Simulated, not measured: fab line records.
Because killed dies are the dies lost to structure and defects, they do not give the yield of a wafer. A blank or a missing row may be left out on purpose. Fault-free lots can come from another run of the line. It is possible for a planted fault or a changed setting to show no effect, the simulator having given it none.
fab line records | flow sky130
record lots=15 | wafers=45 | last_day=50
route steps=708 shown VIA3@597 METAL4@602
lots with no fault: from the same line, run without faults
start_h: hours from the record's opening day to when the first of the lot's shown wafers began | wait_h: time in hours since the lot's previous step | " identical to the entry in the row above | L1.1+2: several wafers, shown together as one row | - either no value or no given start | * or withheld: withheld | < > ~ a bound
route shown NAME@n: names a module that has steps shown in the file, with the first one's number in the route | usual: mean/standard deviation taken from wafers without a fault | same: alike in all rows | chamber/n: place in a boat | sites: the reading at each site | _std_site: how widely they spread, as a standard deviation | _edge_site: mean of outer sites minus mean of inner sites | radius_mm: for every site, how far away it sits from the centre of the wafer | mask NAME#n: copy n | behind: tool/chamber where the wafer was last shaped | hold: cause of the lot's hold/its duration in hours/its outcome | device: the transistor (n, p or np) that didn't switch | end of line: the same wafers' tests at the end of the route | for a step that has no rows: nothing shown but its recipe | killed: not the wafer's yield, but the dies lost to structure and defects at the first sort | map: per-die view of a wafer (x killed, . not killed, _ where there is no die)
set.NAME: the setting that was run; set.NAME@STEP: the one run at that earlier step | model.NAME: the simulator's own value behind a step, which no gauge read
a sample of lots followed through the steps of the route, with each step as a table and each wafer as a row
services: a tool's chamber out of use, with start hour (start_h, from the record's first day; less than 0 if before it), hours out, and reason
## steps
# step SKY_VIA3_CMP_24
# recipe stop_on=SiO2 | t_overpolish_s=20 | down_force_psi=3.5 | platen_rpm=60 | target_thk_nm=0 | pad_velocity_m_s=0.94248
# usual motor_current_A=10.7/0.86 | overpolish_run_s=20.001/0.0095 | platen_rpm=60.00/0.036 | time_to_endpoint_s=97/3.5
lot.wafer | tool   | chamber | start_h | wait_h | motor_current_A | overpolish_run_s | platen_rpm | time_to_endpoint_s
L357.1    | cmp-02 | 1       | 951.53  | 0.1    | 9.7             | 20.009           | 60.05      | 95
L357.3    | "      | 3       | "       | "      | 10.3            | 20.009           | 60.00      | 95
L357.5    | "      | 1       | "       | "      | 9.6             | 20.004           | 60.06      | 96
L356.3    | cmp-01 | 0       | 954.13  | 0.0    | 10.2            | 19.994           | 60.00      | 102
L356.4    | "      | 1       | "       | "      | 9.8             | 19.999           | 60.06      | 99
L356.5    | "      | 0       | "       | "      | 10.8            | 19.992           | 60.01      | 95
L360.2    | cmp-02 | 0       | 965.21  | 0.1    | 12.1            | 19.984           | 60.02      | 93
L360.6    | "      | 2       | "       | "      | 11.8            | 20.005           | 60.04      | 99
L360.5    | "      | 3       | "       | "      | 10.4            | 19.988           | 60.00      | 99
L361.4    | cmp-02 | 1       | 982.21  | 0.1    | 10.1            | 20.005           | 59.99      | 100
L361.5    | "      | 0       | "       | "      | 11.3            | 20.014           | 59.99      | 97
L361.6    | "      | 1       | "       | "      | 9.1             | 19.999           | 60.00      | 100
L362.4    | cmp-01 | 0       | 987.80  | 0.0    | 10.0            | 20.002           | 59.97      | 101
L362.3    | "      | 1       | "       | "      | 10.0            | 20.008           | 59.98      | 99
L362.2    | "      | 3       | "       | "      | 10.5            | 20.013           | 60.00      | 96
L363.2    | cmp-02 | 1       | 990.35  | 0.0    | 9.7             | 20.014           | 60.00      | 97
L363.4    | "      | 2       | "       | "      | 11.6            | 20.002           | 59.97      | 98
L363.5    | "      | 1       | "       | "      | 9.1             | 20.008           | 59.97      | 97
L364.4    | cmp-02 | 2       | 992.21  | 0.1    | 11.4            | 19.997           | 60.01      | 93
L364.5    | "      | 1       | "       | "      | 9.4             | 19.998           | 60.00      | 98
L364.6    | "      | 2       | "       | "      | 11.2            | 20.000           | 59.96      | 98
L367.4    | cmp-02 | 2       | 1015.77 | 0.1    | 10.5            | 19.980           | 59.97      | 105
L367.1    | "      | 3       | "       | "      | 10.6            | 19.989           | 60.01      | 97
L367.5    | "      | 1       | "       | "      | 9.7             | 19.992           | 59.96      | 104
L368.2    | cmp-01 | 2       | 1023.63 | 0.0    | 11.4            | 20.003           | 60.02      | 96
L368.4    | "      | 3       | "       | "      | 10.6            | 20.022           | 59.95      | 91
L368.6    | "      | 3       | "       | "      | 10.1            | 19.999           | 60.03      | 91
L369.3    | cmp-02 | 2       | 1024.83 | 0.0    | 11.0            | 19.996           | 60.01      | 94
L369.4    | "      | 0       | "       | "      | 11.9            | 20.031           | 60.06      | 93
L369.6    | "      | 3       | "       | "      | 10.4            | 20.004           | 59.99      | 92
L370.2    | cmp-01 | 2       | 1033.35 | 0.4    | 11.4            | 19.998           | 60.00      | 91
L370.3    | "      | 3       | "       | "      | 11.1            | 20.011           | 59.99      | 90
L370.5    | "      | 3       | "       | "      | 10.8            | 20.000           | 59.98      | 94
L375.4    | cmp-02 | 3       | 1061.23 | 0.0    | 10.1            | 20.000           | 60.00      | 95
L375.1    | "      | 0       | "       | "      | 11.5            | 19.998           | 60.01      | 96
L375.2    | "      | 1       | "       | "      | 9.2             | 20.011           | 60.02      | 102
L376.1    | cmp-01 | 2       | 1069.60 | 0.1    | 12.1            | 20.007           | 60.04      | 93
L376.6    | "      | 0       | "       | "      | 11.0            | 20.003           | 60.03      | 101
L376.5    | "      | 1       | "       | "      | 9.7             | 20.008           | 59.97      | 94
L377.3    | cmp-01 | 2       | 1071.95 | 0.2    | 12.0            | 19.995           | 60.05      | 93
L377.5    | "      | 3       | "       | "      | 10.5            | 19.994           | 59.98      | 93
L377.6    | "      | 0       | "       | "      | 10.9            | 20.003           | 60.03      | 98
L378.4    | cmp-02 | 3       | 1080.79 | 0.1    | 10.2            | 20.007           | 59.95      | 96
L378.2    | "      | 0       | "       | "      | 11.4            | 19.992           | 59.98      | 96
L378.5    | "      | 3       | "       | "      | 11.1            | 20.017           | 59.94      | 96
# step SKY_METAL4_SPUTTER_04
# recipe material=TiN | target_thk_nm=70 | power_w=6500 | time_s=58.3 | chamber_pressure_pa=0.4
# usual throttle_valve_pct=30.3/1.3
lot.wafer | tool           | chamber | start_h | wait_h | throttle_valve_pct
L357.1    | pvd_sputter-04 | -       | 951.89  | 0.0    | 28.3
L357.3    | "              | -       | "       | "      | 29.3
L357.5    | "              | -       | "       | "      | 31.6
L356.3    | pvd_sputter-01 | -       | 954.53  | 0.0    | 30.7
L356.4    | "              | -       | "       | "      | 31.4
L356.5    | "              | -       | "       | "      | 32.1
L360.2    | pvd_sputter-04 | -       | 965.52  | 0.0    | 28.4
L360.5    | "              | -       | "       | "      | 31.2
L360.6    | "              | -       | "       | "      | 31.1
L361.4    | pvd_sputter-04 | -       | 982.59  | 0.0    | 28.5
L361.5    | "              | -       | "       | "      | 31.7
L361.6    | "              | -       | "       | "      | 31.4
L362.2    | pvd_sputter-04 | -       | 988.20  | 0.0    | 30.8
L362.3    | "              | -       | "       | "      | 31.4
L362.4    | "              | -       | "       | "      | 29.4
L363.2    | pvd_sputter-01 | -       | 990.75  | 0.0    | 31.3
L363.4    | "              | -       | "       | "      | 31.9
L363.5    | "              | -       | "       | "      | 28.6
L364.4    | pvd_sputter-02 | -       | 992.57  | 0.0    | 31.0
L364.5    | "              | -       | "       | "      | 32.3
L364.6    | "              | -       | "       | "      | 30.7
L367.1    | pvd_sputter-01 | -       | 1016.12 | 0.0    | 32.2
L367.4    | "              | -       | "       | "      | 30.7
L367.5    | "              | -       | "       | "      | 31.6
L368.2    | pvd_sputter-04 | -       | 1024.03 | 0.0    | 28.5
L368.4    | "              | -       | "       | "      | 31.0
L368.6    | "              | -       | "       | "      | 28.4
L369.3    | pvd_sputter-01 | -       | 1025.24 | 0.0    | 30.3
L369.4    | "              | -       | "       | "      | 28.5
L369.6    | "              | -       | "       | "      | 28.2
L370.2    | pvd_sputter-01 | -       | 1033.75 | 0.0    | 31.4
L370.3    | "              | -       | "       | "      | 32.1
L370.5    | "              | -       | "       | "      | 28.2
L375.1    | pvd_sputter-04 | -       | 1061.68 | 0.0    | 28.3
L375.2    | "              | -       | "       | "      | 29.2
L375.4    | "              | -       | "       | "      | 31.7
L376.1    | pvd_sputter-02 | -       | 1069.90 | 0.0    | 29.8
L376.5    | "              | -       | "       | "      | 29.2
L376.6    | "              | -       | "       | "      | 29.6
L377.3    | pvd_sputter-04 | -       | 1072.20 | 0.0    | 31.0
L377.5    | "              | -       | "       | "      | 29.4
L377.6    | "              | -       | "       | "      | 31.0
L378.2    | pvd_sputter-04 | -       | 1081.14 | 0.0    | 31.4
L378.4    | "              | -       | "       | "      | 28.5
L378.5    | "              | -       | "       | "      | 31.3
# step SKY_METAL4_PEB_11
# recipe peb_temp_c=withheld | peb_time_s=withheld | resist=KrF-thick
# usual chill_plate_temp_C=* | exhaust_pa=44.9/1
lot.wafer | tool           | chamber | start_h | wait_h | chill_plate_temp_C | exhaust_pa
L357.1    | litho_track-04 | 0       | 1000    | -      | *                  | 45.1
L357.3    | "              | 0       | "       | "      | *                  | 46.3
L357.5    | "              | 0       | "       | "      | *                  | 45.9
L356.3    | litho_track-03 | 0       | 1001    | -      | *                  | 44.6
L356.4    | "              | 0       | 1002    | -      | *                  | 45.4
L356.5    | "              | 0       | "       | "      | *                  | 45.6
L360.2    | litho_track-04 | 0       | 1013    | -      | *                  | 44.4
L360.5    | "              | 0       | "       | "      | *                  | 46.3
L360.6    | "              | 0       | "       | "      | *                  | 46.6
L361.4    | litho_track-03 | 0       | 1029    | -      | *                  | 46.2
L361.5    | "              | 0       | "       | "      | *                  | 46.1
L361.6    | "              | 0       | "       | "      | *                  | 46.3
L362.2    | litho_track-01 | 0       | 1034    | -      | *                  | 46.8
L362.3    | "              | 0       | "       | "      | *                  | 43.7
L362.4    | "              | 0       | "       | "      | *                  | 44.9
L363.2    | litho_track-03 | 0       | 1036    | -      | *                  | 44.6
L363.4    | "              | 0       | "       | "      | *                  | 44.3
L363.5    | "              | 0       | "       | "      | *                  | 45.0
L364.4    | litho_track-01 | 0       | 1038    | -      | *                  | 46.3
L364.5    | "              | 0       | "       | "      | *                  | 46.4
L364.6    | "              | 0       | "       | "      | *                  | 44.3
L367.1    | litho_track-04 | 0       | 1061    | -      | *                  | 46.3
L367.4    | "              | 0       | "       | "      | *                  | 45.4
L367.5    | "              | 0       | 1062    | -      | *                  | 44.4
L368.2    | litho_track-01 | 0       | 1067    | -      | *                  | 44.6
L368.4    | "              | 0       | "       | "      | *                  | 44.6
L368.6    | "              | 0       | 1068    | -      | *                  | 44.5
L369.3    | litho_track-04 | 0       | 1069    | -      | *                  | 42.8
L369.4    | "              | 0       | "       | "      | *                  | 44.9
L369.6    | "              | 0       | "       | "      | *                  | 44.9
L370.2    | litho_track-01 | 0       | 1078    | -      | *                  | 46.1
L370.3    | "              | 0       | "       | "      | *                  | 47.1
L370.5    | "              | 0       | "       | "      | *                  | 44.7
L375.1    | litho_track-01 | -       | 1105    | -      | -                  | -
L375.2    | "              | -       | "       | "      | -                  | -
L375.4    | "              | -       | "       | "      | -                  | -
L376.1    | litho_track-03 | -       | 1111    | -      | -                  | -
L376.5    | "              | -       | "       | "      | -                  | -
L376.6    | "              | -       | "       | "      | -                  | -
L377.3    | litho_track-03 | -       | 1113    | -      | -                  | -
L377.5    | "              | -       | "       | "      | -                  | -
L377.6    | "              | -       | "       | "      | -                  | -
L378.2    | litho_track-03 | 0       | 1122    | -      | *                  | 46.0
L378.4    | "              | 0       | "       | "      | *                  | 45.8
L378.5    | "              | 0       | "       | "      | *                  | 46.0
# step SKY_METAL4_METAL_ETCH_18
# recipe target_depth_a=8450 | stop_on=SiO2 | over_etch_frac=0.3 | time_s=183.1 | chemistry=Cl2/BCl3 | resist_sidewall_deg=88 | pressure_mtorr=10 | icp_w=900 | bias_w=48.5 | Cl2_flow_sccm=60 | bcl3_flow_sccm=30
# usual drypump_motor_current_A=5.46/0.27 | he_backside_leak_sccm=3.4/0.42 | oes_product_au=0.866/0.0064 | throttle_valve_pct=22.264/0.0084
lot.wafer | tool         | chamber | start_h | wait_h | drypump_motor_current_A | he_backside_leak_sccm | oes_product_au | rf_hours_counter_h | throttle_valve_pct
L357.1    | rie_metal-04 | 0       | 1000.69 | 0.0    | 5.20                    | 3.4                   | 0.868          | 19                 | 22.269
L357.3    | "            | 1       | "       | "      | 6.02                    | 3.5                   | 0.861          | -                  | 22.254
L357.5    | "            | 1       | "       | "      | 6.04                    | 3.8                   | 0.857          | -                  | 22.263
L356.3    | rie_metal-04 | 0       | 1002.63 | 0.1    | 5.19                    | 3.2                   | 0.883          | -                  | 22.268
L356.4    | "            | 1       | "       | "      | 6.01                    | 3.7                   | 0.872          | -                  | 22.257
L356.5    | "            | 1       | "       | "      | 6.03                    | 3.6                   | 0.871          | -                  | 22.267
L360.2    | rie_metal-02 | 0       | 1014.14 | 0.0    | 5.61                    | 3.8                   | 0.882          | 9                  | 22.275
L360.5    | "            | 1       | "       | "      | 5.35                    | 3.3                   | 0.864          | -                  | 22.257
L360.6    | "            | 0       | "       | "      | 5.61                    | 3.7                   | 0.872          | -                  | 22.264
L361.4    | rie_metal-01 | 1       | 1030.31 | 0.1    | 5.22                    | 3.0                   | 0.860          | -                  | 22.260
L361.5    | "            | 0       | "       | "      | 5.44                    | 2.9                   | 0.866          | -                  | 22.276
L361.6    | "            | 1       | "       | "      | 5.24                    | 3.3                   | 0.872          | -                  | 22.266
L362.2    | rie_metal-01 | 1       | 1034.80 | 0.0    | 5.24                    | 3.3                   | 0.870          | 16                 | 22.259
L362.3    | "            | 1       | "       | "      | 5.24                    | 3.2                   | 0.867          | -                  | 22.264
L362.4    | "            | 0       | "       | "      | 5.44                    | 3.2                   | 0.859          | -                  | 22.268
L363.2    | rie_metal-02 | 0       | 1037.27 | 0.0    | 5.62                    | 3.4                   | 0.875          | 10                 | 22.262
L363.4    | "            | 1       | "       | "      | 5.40                    | 3.5                   | 0.857          | -                  | 22.265
L363.5    | "            | 1       | "       | "      | 5.37                    | 3.4                   | 0.864          | -                  | 22.280
L364.4    | rie_metal-01 | 0       | 1039.39 | 0.1    | 5.44                    | 3.3                   | 0.859          | -                  | 22.278
L364.5    | "            | 0       | "       | "      | 5.45                    | 3.0                   | 0.865          | -                  | 22.248
L364.6    | "            | 1       | "       | "      | 5.22                    | 3.3                   | 0.867          | -                  | 22.263
L367.1    | rie_metal-01 | 0       | 1062.54 | 0.0    | 5.43                    | 3.1                   | 0.871          | 10                 | 22.266
L367.4    | "            | 1       | "       | "      | 5.24                    | 3.2                   | 0.860          | -                  | 22.276
L367.5    | "            | 0       | "       | "      | 5.43                    | 3.2                   | 0.869          | -                  | 22.266
L368.2    | rie_metal-02 | 1       | 1068.55 | 0.0    | 5.33                    | 3.4                   | 0.866          | 14                 | 22.278
L368.4    | "            | 0       | "       | "      | 5.62                    | 3.6                   | 0.872          | -                  | 22.263
L368.6    | "            | 1       | "       | "      | 5.33                    | 3.6                   | 0.872          | -                  | 22.264
L369.3    | rie_metal-04 | 1       | 1069.80 | 0.1    | 6.03                    | 3.6                   | 0.871          | -                  | 22.267
L369.4    | "            | 0       | "       | "      | 5.20                    | 3.2                   | 0.869          | -                  | 22.266
L369.6    | "            | 1       | "       | "      | 6.00                    | 3.7                   | 0.867          | -                  | 22.250
L370.2    | rie_metal-01 | 1       | 1078.75 | 0.0    | 5.23                    | 3.1                   | 0.862          | 20                 | 22.266
L370.3    | "            | 0       | "       | "      | 5.43                    | 3.1                   | 0.864          | -                  | 22.272
L370.5    | "            | 1       | "       | "      | 5.24                    | 3.2                   | 0.862          | -                  | 22.263
L375.1    | rie_metal-02 | 0       | 1105.75 | 0.0    | 5.62                    | 3.6                   | 0.856          | 15                 | 22.267
L375.2    | "            | 1       | "       | "      | 5.33                    | 3.4                   | 0.863          | 17                 | 22.267
L375.4    | "            | 1       | "       | "      | 5.35                    | 3.5                   | 0.863          | -                  | 22.277
L376.1    | rie_metal-04 | 1       | 1111.73 | 0.0    | 6.02                    | 3.6                   | 0.875          | 24                 | 22.249
L376.5    | "            | 1       | "       | "      | 6.02                    | 3.7                   | 0.867          | -                  | 22.252
L376.6    | "            | 0       | "       | "      | 5.21                    | 2.8                   | 0.875          | -                  | 22.257
L377.3    | rie_metal-04 | 0       | 1114.38 | 0.1    | 5.21                    | 2.7                   | 0.861          | -                  | 22.270
L377.5    | "            | 0       | "       | "      | 5.20                    | 2.7                   | 0.860          | -                  | 22.268
L377.6    | "            | 1       | "       | "      | 6.01                    | 3.9                   | 0.860          | -                  | 22.252
L378.2    | rie_metal-01 | 1       | 1123.08 | 0.0    | 5.24                    | 3.3                   | 0.862          | 23                 | 22.257
L378.4    | "            | 1       | "       | "      | 5.24                    | 3.2                   | 0.861          | -                  | 22.274
L378.5    | "            | 0       | "       | "      | 5.44                    | 3.2                   | 0.864          | -                  | 22.266
## services
tool           | chamber | start_h | hours | kind
pvd_sputter-02 | -       | 939.99  | 5.9   | repair
cmp-02         | -       | 961.60  | 0.9   | repair
cmp-01         | -       | 967.18  | 5.5   | pm
rie_metal-02   | -       | 1007.86 | 2.8   | pm
pvd_sputter-04 | -       | 1018.89 | 4.5   | repair
cmp-01         | -       | 1027.49 | 0.2   | repair
rie_metal-04   | 0       | 1028.94 | 25.6  | repair
cmp-02         | -       | 1032.57 | 5.8   | pm
pvd_sputter-01 | -       | 1048.43 | 25.2  | repair
pvd_sputter-01 | -       | 1054.38 | 3.5   | repair
rie_metal-04   | 1       | 1070.22 | 2.1   | repair
rie_metal-01   | -       | 1076.39 | 0.4   | repair
cmp-01         | -       | 1076.83 | 0.5   | repair
cmp-02         | -       | 1084.29 | 4.0   | pm
cmp-02         | -       | 1088.29 | -     | consumable_replace:conditioner
cmp-02         | -       | 1088.29 | -     | consumable_replace:pad
cmp-02         | -       | 1112.14 | 0.4   | repair
## key
first_sign step=SKY_METAL4_PEB_11 | reading=tool_record | direction=missing
effect none on later readings
met_at SKY_METAL4_PEB_11
struck_lots L375,L376,L377
later_rows_left_out L375.1,L375.2,L375.4,L376.1,L376.5,L376.6,L377.3,L377.5,L377.6
sort_left_out L375.1,L375.2,L375.4,L376.1,L376.5,L376.6,L377.3,L377.5,L377.6
not_acting_at SKY_VIA3_CMP_24,SKY_METAL4_SPUTTER_04,SKY_METAL4_METAL_ETCH_18
onset_between 1078 1105
fault kind=skipped_step_whole | tool=litho_track-01,litho_track-03 | chamber=- | onset_h=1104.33 | steps=SKY_METAL4_PEB_11 | scope=struck_lots_only
# sort_left_out: the simulated sort isn't trusted on such a fault, so these wafers' sort isn't shown, and their yield isn't known
# later_rows_left_out: the simulator's readings of these wafers behind a module that went badly wrong aren't trusted and aren't shown, but for the sort
